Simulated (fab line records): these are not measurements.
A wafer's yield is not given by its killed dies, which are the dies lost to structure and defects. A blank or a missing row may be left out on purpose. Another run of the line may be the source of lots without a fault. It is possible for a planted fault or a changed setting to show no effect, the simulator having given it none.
fab line records + flow sky130
record
- lots=7
- wafers=21
- lastDay=50
route steps=708 shown FIELD_ISO@1 PAD_OPEN@708
lots that met no fault: taken from a fault-free run of the same line
startH: start of the lot's first displayed wafer, in hours after the record's first day + waitH: hours elapsed since this lot's preceding step + " same as the row above + L1.1+2: one row covering several wafers at once + - no value, or no start was given + * or withheld: withheld + < > ~ a bound
route shown NAME@n: names a module that has steps shown in the file, with the first one's number in the route + usual: the fault-free wafers' mean and standard deviation + same: alike in all rows + chamber/n: place in a boat + sites: the reading at each site + _std_site: how widely they spread, as a standard deviation + _edge_site: the outer-site mean with the inner-site mean subtracted + radiusMm: for every site, how far away it sits from the centre of the wafer + mask NAME#n: copy n + behind: the tool/chamber that last shaped the wafer + hold: the reason the lot was held/the length of the hold in hours/how it ended + device: the transistor (n, p or np) that didn't switch + end of line: the same wafers' tests at the end of the route + a step with no rows: only its recipe + killed: count of dies lost to structure and defects at first sort (not the wafer's yield) + map: the dies of a wafer, with x for killed, . for not killed, _ for no die there
set.NAME: setting as actually run; set.NAME@STEP: the setting as run at that earlier step + model.NAME: the simulator's own value behind a step, which no gauge read
certain route steps with their lots: each step a table, each wafer a row
services: a tool's chamber out of use, with start hour (startH, from the record's first day; less than 0 if before it), hours out, and reason
## steps
# step SKY_FIELD_ISO_BOW_MEAS_00
# recipe
- mode=bow
# usual
- INCOMING_BOW=0/6.3
| lot.wafer | tool         | chamber | startH | waitH | INCOMING_BOW[um] |
|-----------|--------------|---------|--------|-------|------------------|
| L688.1    | filmMetro-02 | -       | 30.00  | -     | 5                |
| L688.3    | "            | -       | "      | "     | -4               |
| L688.4    | "            | -       | "      | "     | -13              |
| L689.1    | filmMetro-02 | -       | 35.00  | -     | -16              |
| L689.3    | "            | -       | "      | "     | 6                |
| L689.5    | "            | -       | "      | "     | -2               |
| L698.3    | filmMetro-04 | -       | 80.04  | -     | -1               |
| L698.5    | "            | -       | "      | "     | 3                |
| L698.6    | "            | -       | "      | "     | -2               |
| L699.1    | filmMetro-01 | -       | 85.00  | -     | -2               |
| L699.4    | "            | -       | "      | "     | 3                |
| L699.5    | "            | -       | "      | "     | -4               |
| L703.2    | filmMetro-01 | -       | 105.02 | -     | 11               |
| L703.3    | "            | -       | "      | "     | 5                |
| L703.4    | "            | -       | "      | "     | 7                |
| L705.1    | filmMetro-04 | -       | 115.00 | -     | 2                |
| L705.3    | "            | -       | "      | "     | 5                |
| L705.6    | "            | -       | "      | "     | -4               |
| L706.1    | filmMetro-04 | -       | 120.00 | -     | -2               |
| L706.2    | "            | -       | "      | "     | -2               |
| L706.3    | "            | -       | "      | "     | 0                |
# step SKY_FIELD_ISO_OXIDATION_01
# recipe
- tempC=900
- ambient=O2
- stabiliseS=600
- purgeS=300
- targetThkA=120
- oxTimeS=1843
# step SKY_FIELD_ISO_THK_MEAS_02
# recipe
- reads=SiO2_of_FIELD_ISO_OXIDATION_01
# usual
- FIELD_ISO_OXIDATION_00_THK=11.96/0.25
| lot.wafer | tool         | chamber | startH | waitH | FIELD_ISO_OXIDATION_00_THK[nm] |
|-----------|--------------|---------|--------|-------|--------------------------------|
| L688.1    | filmMetro-04 | -       | 33.70  | 0.0   | 11.64                          |
| L688.3    | "            | -       | "      | "     | 11.94                          |
| L688.4    | "            | -       | "      | "     | 11.74                          |
| L689.1    | filmMetro-04 | -       | 37.15  | 0.0   | 11.75                          |
| L689.3    | "            | -       | "      | "     | 11.59                          |
| L689.5    | "            | -       | "      | "     | 11.49                          |
| L698.3    | filmMetro-04 | -       | 82.22  | 0.0   | 12.32                          |
| L698.5    | "            | -       | "      | "     | 12.63                          |
| L698.6    | "            | -       | "      | "     | 12.29                          |
| L699.1    | filmMetro-04 | -       | 86.63  | 0.0   | 12.46                          |
| L699.4    | "            | -       | "      | "     | 12.37                          |
| L699.5    | "            | -       | "      | "     | 12.14                          |
| L703.2    | filmMetro-02 | -       | 108.06 | 0.0   | 11.84                          |
| L703.3    | "            | -       | "      | "     | 12.10                          |
| L703.4    | "            | -       | "      | "     | 12.19                          |
| L705.1    | filmMetro-02 | -       | 117.90 | 0.0   | 11.61                          |
| L705.3    | "            | -       | "      | "     | 11.70                          |
| L705.6    | "            | -       | "      | "     | 11.58                          |
| L706.1    | filmMetro-04 | -       | 121.63 | 0.0   | 11.84                          |
| L706.2    | "            | -       | "      | "     | 11.63                          |
| L706.3    | "            | -       | "      | "     | 11.74                          |
# step SKY_FIELD_ISO_CVD_03
# recipe
- material=Si3N4
- precursor=DCS/NH3
- targetThkNm=165
- tempC=770
- timeS=2830
- pressureMtorr=250
# step SKY_FIELD_ISO_THK_MEAS_04
# recipe
- reads=Si3N4_of_FIELD_ISO_CVD_03
# usual
- FIELD_ISO_CVD_03_THK=165.4/1.2
| lot.wafer | tool         | chamber | startH | waitH | FIELD_ISO_CVD_03_THK[nm] |
|-----------|--------------|---------|--------|-------|--------------------------|
| L688.1    | filmMetro-01 | -       | 37.62  | 0.0   | 165.3                    |
| L688.3    | "            | -       | "      | "     | 166.1                    |
| L688.4    | "            | -       | "      | "     | 164.9                    |
| L689.1    | filmMetro-01 | -       | 39.41  | 0.0   | 167.7                    |
| L689.3    | "            | -       | "      | "     | 166.2                    |
| L689.5    | "            | -       | "      | "     | 167.0                    |
| L698.3    | filmMetro-02 | -       | 84.07  | 0.0   | 166.1                    |
| L698.5    | "            | -       | "      | "     | 165.9                    |
| L698.6    | "            | -       | "      | "     | 166.0                    |
| L699.1    | filmMetro-02 | -       | 88.48  | 0.0   | 166.0                    |
| L699.4    | "            | -       | "      | "     | 164.9                    |
| L699.5    | "            | -       | "      | "     | 165.2                    |
| L703.2    | filmMetro-04 | -       | 109.91 | 0.0   | 164.7                    |
| L703.3    | "            | -       | "      | "     | 165.0                    |
| L703.4    | "            | -       | "      | "     | 165.1                    |
| L705.1    | filmMetro-04 | -       | 120.64 | 0.0   | 163.2                    |
| L705.3    | "            | -       | "      | "     | 164.7                    |
| L705.6    | "            | -       | "      | "     | 163.8                    |
| L706.1    | filmMetro-02 | -       | 126.04 | 0.0   | 165.0                    |
| L706.2    | "            | -       | "      | "     | 163.7                    |
| L706.3    | "            | -       | "      | "     | 164.4                    |
# step SKY_FIELD_ISO_DEHYDRATE_05
# recipe
- tempC=200
- timeS=60
# step SKY_FIELD_ISO_HMDS_06
# recipe
- primeTimeS=60
- primeTempC=120
# step SKY_FIELD_ISO_COAT_07
# recipe
- resist=BARC
- tempC=withheld
- timeS=withheld
- spinRpm=3000
- resistThkNm=60
# step SKY_FIELD_ISO_COAT_08
# recipe
- resist=KrF-thick
- spinRpm=3000
- resistThkNm=450
# step SKY_FIELD_ISO_SOFTBAKE_09
# recipe
- tempC=100
- timeS=90
- resist=KrF-thick
# step SKY_FIELD_ISO_EXPOSE_10
# recipe
- maskId=FOM
- na=0.68
- sourceShape=annular
- sigmaInner=0.4
- sigmaOuter=0.8
- targetCdNm=150
- doseMj=28
| lot.wafer  | tool          | chamber | startH | waitH | mask  | model.FIELD_ISO.overlayXNm |
|------------|---------------|---------|--------|-------|-------|----------------------------|
| L688.1+3+4 | krfScanner-01 | 0       | 46.17  | -     | FOM#0 | -2.058                     |
| L689.1+3+5 | krfScanner-02 | 0       | 47.84  | -     | FOM#0 | 0.9309                     |
| L698.3+5+6 | krfScanner-01 | 0       | 93.81  | -     | FOM#0 | -0.6226                    |
| L699.1+4+5 | krfScanner-02 | 0       | 97.97  | -     | FOM#0 | -0.7439                    |
| L703.2+3+4 | krfScanner-01 | 0       | 119.36 | -     | FOM#0 | 22.89                      |
| L705.1+3+6 | krfScanner-01 | 0       | 130.34 | -     | FOM#0 | 20.73                      |
| L706.1+2+3 | krfScanner-01 | 0       | 135.74 | -     | FOM#0 | 27.37                      |
# step SKY_FIELD_ISO_PEB_11
# recipe
- pebTempC=withheld
- pebTimeS=withheld
- resist=KrF-thick
# step SKY_PAD_OPEN_PROBE_99
# usual
- killed_at_M0_to_M3=44/6.5
- killed_at_M4_up=2.9/1.7
- killedAtContacts=24/5.7
- killedAtFrontEnd=16/4.4
- killedAtOther=0.2/0.48
- killedDies=87/9.6
- killedOpen=48/6.7
- killedShort=38/6.2
# same
- grossDies=492
- killedAtBackSide=0
| lot.wafer | tool      | chamber | startH  | waitH | killed_at_M0_to_M3 | killed_at_M4_up | killedAtContacts | killedAtFrontEnd | killedAtOther | killedDies | killedOpen | killedShort | model.etest.nfet_16v.rOnOhmUm |
|-----------|-----------|---------|---------|-------|--------------------|-----------------|------------------|------------------|---------------|------------|------------|-------------|-------------------------------|
| L688.1    | prober-01 | -       | 1107.98 | 0.1   | 50                 | 5               | 29               | 15               | 0             | 99         | 60         | 38          | 1.428e+04                     |
| L688.3    | prober-01 | -       | 1108.08 | 0.2   | 36                 | 4               | 25               | 16               | 1             | 82         | 39         | 42          | 1.43e+04                      |
| L688.4    | prober-01 | -       | 1108.13 | 0.2   | 45                 | 1               | 23               | 13               | 1             | 83         | 45         | 36          | 1.407e+04                     |
| L689.1    | prober-02 | -       | 1111.38 | 0.1   | 46                 | 1               | 18               | 22               | 0             | 87         | 46         | 40          | 1.412e+04                     |
| L689.3    | prober-02 | -       | 1111.48 | 0.2   | 48                 | 3               | 28               | 18               | 0             | 97         | 52         | 44          | 1.411e+04                     |
| L689.5    | prober-02 | -       | 1111.58 | 0.2   | 37                 | 2               | 19               | 25               | 0             | 83         | 44         | 39          | 1.42e+04                      |
| L699.1    | prober-01 | -       | 1176.17 | 0.1   | 43                 | 2               | 21               | 20               | 0             | 86         | 44         | 42          | 1.458e+04                     |
| L699.4    | prober-01 | -       | 1176.32 | 0.2   | 47                 | 2               | 15               | 16               | 0             | 80         | 43         | 37          | 1.443e+04                     |
| L699.5    | prober-01 | -       | 1176.37 | 0.2   | 48                 | 0               | 19               | 18               | 0             | 85         | 46         | 39          | 1.475e+04                     |
| L698.5    | prober-01 | -       | 1178.57 | 0.2   | 30                 | 6               | 10               | 17               | 0             | 63         | 37         | 26          | 1.416e+04                     |
| L698.6    | prober-01 | -       | 1178.62 | 0.2   | 33                 | 5               | 23               | 14               | 1             | 76         | 43         | 33          | 1.413e+04                     |
| L703.2    | prober-01 | -       | 1182.34 | 0.1   | 46                 | 4               | 20               | 22               | 0             | 92         | 47         | 45          | 1.394e+04                     |
| L703.3    | prober-01 | -       | 1182.39 | 0.2   | 48                 | 7               | 20               | 16               | 0             | 91         | 50         | 41          | 1.381e+04                     |
| L703.4    | prober-01 | -       | 1182.44 | 0.2   | 34                 | 4               | 19               | 16               | 0             | 73         | 40         | 33          | 1.386e+04                     |
| L705.1    | prober-02 | -       | 1198.14 | 0.1   | 47                 | 0               | 21               | 16               | 0             | 84         | 49         | 35          | 1.361e+04                     |
| L705.3    | prober-02 | -       | 1198.24 | 0.2   | 44                 | 5               | 24               | 15               | 0             | 88         | 45         | 41          | 1.379e+04                     |
| L705.6    | prober-02 | -       | 1198.39 | 0.2   | 44                 | 3               | 22               | 16               | 0             | 85         | 47         | 38          | 1.382e+04                     |
| L706.1    | prober-01 | -       | 1200.93 | 0.1   | 27                 | 7               | 26               | 7                | 0             | 67         | 35         | 30          | 1.338e+04                     |
| L706.2    | prober-01 | -       | 1200.98 | 0.1   | 41                 | 3               | 17               | 12               | 1             | 74         | 42         | 32          | 1.339e+04                     |
| L706.3    | prober-01 | -       | 1201.03 | 0.2   | 37                 | 2               | 21               | 13               | 0             | 73         | 37         | 36          | 1.326e+04                     |
# killed by level:class
L688.1 VIA1:geometricParticle:open=14 CONTACT:geometricParticle:open=13 LI_CONTACT:geometricParticle:open=8 VIA2:geometricParticle:open=8 METAL1:geometricParticle:short=7 VIA1:geometricParticle:short=5 METAL1:geometricParticle:open=5 POLY_GATE:geometricParticle:open=4
L688.3 CONTACT:geometricParticle:open=9 VIA1:geometricParticle:open=8 CONTACT:geometricParticle:short=7 VIA1:geometricParticle:short=7 LOCAL_INTERCONNECT:geometricParticle:short=6 FIELD_ISO:geometricParticle:short=4 VIA3:geometricParticle:short=4 VIA3:geometricParticle:open=4
L688.4 METAL1:geometricParticle:short=9 VIA1:geometricParticle:open=9 CONTACT:geometricParticle:open=7 VIA2:geometricParticle:open=6 LI_CONTACT:geometricParticle:open=5 VIA3:geometricParticle:open=5 LOCAL_INTERCONNECT:geometricParticle:short=4 CONTACT:geometricParticle:short=4
L689.1 VIA1:geometricParticle:open=12 LI_CONTACT:geometricParticle:open=7 METAL2:geometricParticle:short=7 VIA2:geometricParticle:open=7 CONTACT:geometricParticle:open=6 FIELD_ISO:geometricParticle:short=5 FIELD_ISO:geometricParticle:open=5 METAL1:geometricParticle:short=5
L689.3 VIA1:geometricParticle:open=10 LI_CONTACT:geometricParticle:open=9 VIA2:geometricParticle:open=8 METAL2:geometricParticle:short=8 VIA1:geometricParticle:short=8 CONTACT:geometricParticle:open=7 POLY_GATE:geometricParticle:open=5 FIELD_ISO:geometricParticle:open=4
L689.5 VIA1:geometricParticle:open=11 FIELD_ISO:geometricParticle:open=6 POLY_GATE:geometricParticle:open=6 CONTACT:geometricParticle:short=5 FIELD_ISO:geometricParticle:short=4 POLY_GATE:geometricParticle:short=4 LI_CONTACT:geometricParticle:short=4 LI_CONTACT:geometricParticle:open=4
L699.1 CONTACT:geometricParticle:open=10 FIELD_ISO:geometricParticle:open=8 METAL1:geometricParticle:short=8 VIA1:geometricParticle:open=8 CONTACT:geometricParticle:short=5 LI_CONTACT:geometricParticle:open=5 METAL2:geometricParticle:short=5 METAL3:geometricParticle:short=5
L699.4 VIA2:geometricParticle:open=9 VIA1:geometricParticle:open=7 CONTACT:geometricParticle:open=6 VIA3:geometricParticle:open=6 POLY_GATE:geometricParticle:short=5 METAL2:geometricParticle:short=5 METAL1:geometricParticle:short=5 VIA1:geometricParticle:short=5
L699.5 VIA1:geometricParticle:open=14 VIA3:geometricParticle:open=8 CONTACT:geometricParticle:open=6 VIA2:geometricParticle:short=6 POLY_GATE:geometricParticle:short=5 LI_CONTACT:geometricParticle:open=5 CONTACT:geometricParticle:short=5 VIA1:geometricParticle:short=5
L698.5 POLY_GATE:geometricParticle:open=6 CONTACT:geometricParticle:open=6 VIA1:geometricParticle:open=5 METAL1:geometricParticle:short=5 FIELD_ISO:geometricParticle:open=4 VIA2:geometricParticle:open=4 VIA3:geometricParticle:open=4 METAL4:geometricParticle:short=4
L698.6 VIA1:geometricParticle:open=9 CONTACT:geometricParticle:open=7 VIA2:geometricParticle:open=7 VIA3:geometricParticle:open=6 LI_CONTACT:geometricParticle:open=5 CONTACT:geometricParticle:short=5 POLY_GATE:geometricParticle:open=4 METAL4:geometricParticle:short=4
L703.2 METAL2:geometricParticle:short=7 METAL1:geometricParticle:short=7 VIA1:geometricParticle:open=7 CONTACT:geometricParticle:open=6 VIA3:geometricParticle:open=6 VIA2:geometricParticle:open=5 POLY_GATE:geometricParticle:short=5 LOCAL_INTERCONNECT:geometricParticle:short=5
L703.3 VIA1:geometricParticle:open=16 LI_CONTACT:geometricParticle:open=6 VIA2:geometricParticle:open=6 METAL4:geometricParticle:short=6 METAL2:geometricParticle:short=5 CONTACT:geometricParticle:open=5 METAL3:geometricParticle:short=5 POLY_GATE:geometricParticle:open=4
L703.4 LI_CONTACT:geometricParticle:open=8 VIA2:geometricParticle:open=7 METAL2:geometricParticle:short=6 VIA3:geometricParticle:open=6 POLY_GATE:geometricParticle:short=5 CONTACT:geometricParticle:open=5 VIA1:geometricParticle:open=5 FIELD_ISO:geometricParticle:open=3
L705.1 VIA1:geometricParticle:open=12 CONTACT:geometricParticle:open=9 LI_CONTACT:geometricParticle:open=6 METAL1:geometricParticle:short=6 VIA3:geometricParticle:open=6 FIELD_ISO:geometricParticle:short=5 VIA2:geometricParticle:open=5 METAL2:geometricParticle:short=5
L705.3 VIA1:geometricParticle:open=9 CONTACT:geometricParticle:open=8 METAL2:geometricParticle:short=8 LI_CONTACT:geometricParticle:open=6 VIA1:geometricParticle:short=6 POLY_GATE:geometricParticle:short=5 VIA3:geometricParticle:open=5 CONTACT:geometricParticle:short=5
L705.6 VIA1:geometricParticle:open=10 VIA3:geometricParticle:open=10 CONTACT:geometricParticle:open=9 POLY_GATE:geometricParticle:short=6 METAL1:geometricParticle:short=6 LOCAL_INTERCONNECT:geometricParticle:short=5 METAL3:geometricParticle:short=5 VIA2:geometricParticle:open=5
L706.1 CONTACT:geometricParticle:open=14 VIA2:geometricParticle:open=7 LI_CONTACT:geometricParticle:open=5 METAL4:geometricParticle:short=5 VIA1:geometricParticle:short=5 CONTACT:geometricParticle:short=4 FIELD_ISO:geometricParticle:open=3 METAL1:geometricParticle:short=3
L706.2 VIA1:geometricParticle:open=10 VIA2:geometricParticle:open=7 CONTACT:geometricParticle:open=6 METAL1:geometricParticle:short=6 VIA3:geometricParticle:open=5 METAL2:geometricParticle:short=5 FIELD_ISO:geometricParticle:open=4 FIELD_ISO:geometricParticle:short=3
L706.3 CONTACT:geometricParticle:open=11 METAL2:geometricParticle:short=11 VIA1:geometricParticle:open=7 CONTACT:geometricParticle:short=4 METAL3:geometricParticle:short=4 VIA2:geometricParticle:open=4 VIA3:geometricParticle:open=4 FIELD_ISO:geometricParticle:open=3
## services
| tool          | chamber | startH | hours | kind        |
|---------------|---------|--------|-------|-------------|
| krfScanner-01 | -       | 35.56  | 4.4   | pm          |
| krfScanner-02 | -       | 49.79  | 1.3   | pm          |
| krfScanner-01 | -       | 52.00  | 1.8   | repair      |
| krfScanner-01 | -       | 64.82  | 6.6   | repair      |
| krfScanner-01 | -       | 71.41  | 1.3   | pm          |
| krfScanner-01 | -       | 72.71  | 1.0   | pm          |
| krfScanner-02 | -       | 99.57  | 0.5   | repair      |
| krfScanner-02 | -       | 106.36 | 4.0   | pm          |
| krfScanner-02 | -       | 121.98 | 0.8   | pm          |
| krfScanner-01 | 0       | 127.45 | -     | calibration |
| krfScanner-02 | -       | 128.70 | 3.6   | pm          |
## key
firstSign none at tools or gauges
modelEffect
- step=SKY_FIELD_ISO_EXPOSE_10
- value=FIELD_ISO.overlayXNm
- without=-0.9078
- struck=23.66
modelEffect
- step=SKY_PAD_OPEN_PROBE_99
- value=etest.nfet_16v.rOnOhmUm
- without=1.403e+04
- struck=1.365e+04
metAt SKY_FIELD_ISO_EXPOSE_10
struckWafers L703.2,L703.3,L703.4,L705.1,L705.3,L705.6,L706.1,L706.2,L706.3
testerLeftOut L703,L705,L706
onsetBetween 93.81 119.36
alsoFits time
fault
- kind=scannerMatchingOverlay
- tool=krfScanner-01
- chamber=-
- onsetH=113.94
- steps=SKY_FIELD_ISO_EXPOSE_10
- offset=24.569
# testerLeftOut: of these lots the tester's yield and bins aren't shown, on N5 and GAA mostly nor the transistor test; their killed dies are dies lost to structure and defects alone, not to doping, threshold or leakage, so they don't give the yield
